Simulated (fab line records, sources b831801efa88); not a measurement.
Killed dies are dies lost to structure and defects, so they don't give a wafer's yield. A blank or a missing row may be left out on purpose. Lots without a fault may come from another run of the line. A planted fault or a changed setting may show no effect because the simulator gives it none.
Which tool did it? | flow sky130 | 6 lots, 18 wafers sampled, at 1 step of a route of 708

WHAT THE GAUGES READ, wafer by wafer
SKY_FIELD_ISO_THK_MEAS_25.
lot  | measured    | on            | FIELD_ISO_CVD_24_THK (nm)
L576 | day 3 00:31 | film_metro-02 | 593 597 606
L578 | day 3 09:07 | film_metro-04 | 591 596 587
L580 | day 3 21:19 | film_metro-03 | 590 589 604
L582 | day 4 05:43 | film_metro-04 | 590 601 601
L584 | day 4 20:58 | film_metro-02 | 588 589 591
L594 | day 6 20:18 | film_metro-03 | 594 590 593

WHICH TOOL RAN EACH LOT (tool, then ch and the chambers of the sampled wafers, then the start)
The record holds no process step before these readings.

THE ANSWER, worked out from the rows above alone
Rule: what is usual is taken from the lots themselves. Put in order of their means at a reading, lots are off if they are a third of the lots or fewer, leave a main group of 4 or more, and stand apart from it by a gap of 3 or more times the standard deviation of the main group's means; of several such gaps the widest counts. A main group whose means are all the same, to the digits that the tables above print for the reading, isn't used. A lot without any number at a reading at which 4 lots or more have one is off too. The other lots that the step has rows for count as sound.
No lot is off at any reading shown: from this, nothing can be told.

WHAT THE SIMULATOR HAD PUT IN
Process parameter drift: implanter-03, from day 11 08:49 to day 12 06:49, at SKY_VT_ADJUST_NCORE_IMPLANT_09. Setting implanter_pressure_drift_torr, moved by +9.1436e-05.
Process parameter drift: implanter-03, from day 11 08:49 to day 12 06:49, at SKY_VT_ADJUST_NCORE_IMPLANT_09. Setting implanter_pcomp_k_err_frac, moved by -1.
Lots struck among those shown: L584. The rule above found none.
